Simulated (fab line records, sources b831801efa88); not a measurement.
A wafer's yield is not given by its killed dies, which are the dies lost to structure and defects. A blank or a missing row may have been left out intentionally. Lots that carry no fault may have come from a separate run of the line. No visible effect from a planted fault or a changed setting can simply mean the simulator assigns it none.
Split-lot experiment | flow sfq-line | 5 lots, 23 wafers read, on a route of 325 steps

THE SPLIT ITSELF
At SFQ_TRILAYER_I5_LITHO_PEB_147 (peb time 60 s), the setting peb-time-s was moved away from the recipe's 60 s on 8 of the 23 wafers read, by -9.2% to +13.4%. This setting was run at the recipe's value on the other wafers.

SPLIT TO READING: what lies between them in the file, 1 step
- SFQ_TRILAYER_I5_LITHO_DEVELOP_146: time 60 s

THE READING
I5.cd-nm (the simulator's own value, which no gauge read), in nm, at SFQ_TRILAYER_I5_BARC_OPEN_VIA_ETCH_200 (etches BARC in O2, target depth 125 nm, time 41.7 s). The file does not state a usual value for it. Across the 15 wafers here that went through the recipe, the average is 700.7 nm and the standard deviation 1.7 nm.

wafer  | tool, chamber at the split | peb-time-s as run, s | against the recipe | I5.cd-nm, nm | against lot-mates on the recipe
L075.1 | litho-track-01, 0          | 60                   | recipe             | 702.7        | -
L075.2 | litho-track-01, 0          | 60                   | recipe             | 701          | -
L075.3 | litho-track-01, 0          | 60                   | recipe             | 703.1        | -
L075.4 | litho-track-01, 0          | 60                   | recipe             | 702.9        | -
L075.5 | litho-track-01, 0          | 60                   | recipe             | 702.8        | -
L076.1 | litho-track-04, 0          | 68.01                | +13.4%             | 716.3        | +17.5
L076.2 | litho-track-04, 0          | 60                   | recipe             | 699.8        | -
L076.3 | litho-track-04, 0          | 68.01                | +13.4%             | 716.7        | +18.0
L076.4 | litho-track-04, 0          | 60                   | recipe             | 697.7        | -
L076.5 | litho-track-04, 0          | 68.01                | +13.4%             | 717.3        | +18.5
L079.1 | litho-track-03, 0          | 54.48                | -9.2%              | 683.8        | -16.1
L079.3 | litho-track-03, 0          | 60                   | recipe             | 699.2        | -
L079.4 | litho-track-03, 0          | 54.48                | -9.2%              | 684.9        | -15.0
L079.5 | litho-track-03, 0          | 60                   | recipe             | 700          | -
L079.6 | litho-track-03, 0          | 60                   | recipe             | 700.4        | -
L082.1 | litho-track-04, 0          | 60                   | recipe             | 697.7        | -
L082.2 | litho-track-04, 0          | 60                   | recipe             | 700.8        | -
L082.4 | litho-track-04, 0          | 60                   | recipe             | 700.9        | -
L085.1 | litho-track-03, 0          | 60                   | recipe             | 699.6        | -
L085.2 | litho-track-03, 0          | 60                   | recipe             | 701.9        | -
L085.3 | litho-track-03, 0          | 66.49                | +10.8%             | 715.4        | +14.6
L085.4 | litho-track-03, 0          | 66.49                | +10.8%             | 714.3        | +13.5
L085.6 | litho-track-03, 0          | 66.49                | +10.8%             | 714.9        | +14.1

THE FIT
A straight line over all 23 wafers: I5.cd-nm changes by +1.37 nm for each +1% of peb-time-s; r = +0.98; the points scatter about the line by 1.9 nm.
The same after taking each lot's own level away (the mean of its wafers on the recipe; 23 wafers): +1.41 nm for each +1%; r = +0.99; scatter 1.2 nm.
The reading moves by 19 nm for the largest change in peb-time-s, on that fit.
Measured against the standard deviation above, the lots' own levels, which go from 698.75 to 702.50 nm, span 2.2 times it.
So the lot-to-lot level changes the slope little: the two slopes agree.
Check: for one of the wafers moved furthest among these (+13.4%), held out of the fit, the line's prediction against its lot-mates is +18.6 nm. Against them it came out at +17.5 nm.

ADDITIONAL SPLITS CARRIED BY THESE WAFERS
Note: prior to the reading, these wafers also went through further splits. Each is held against what the fit with the lots' levels taken away leaves over:
other split on the same wafers                               | wafers away from the commonest value | r with I5.cd-nm (lot level and that fit taken away)
SFQ_TRILAYER_I4_VIA_BARC_OPEN_VIA_ETCH_146 time-s            | 9                                    | +0.03
SFQ_TRILAYER_JJ_TRILAYER_DEP_SPUTTER_110 chamber-pressure-pa | 18                                   | +0.24
SFQ_TRILAYER_JJ_CE_LITHO_COAT_114 resist-thk-nm              | 6                                    | +0.07
SFQ_TRILAYER_M5_LITHO_EXPOSE_124 dose-mj                     | 11                                   | +0.03
SFQ_TRILAYER_M5_BARC_OPEN_METAL_ETCH_161 pressure-mtorr      | 15                                   | -0.06
SFQ_TRILAYER_R5_LITHO_COAT_136 spin-rpm                      | 4                                    | +0.09

THE FILE'S OWN FIT
I5.cd-nm changes by +1.41 nm for each +1% of peb-time-s, r = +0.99.
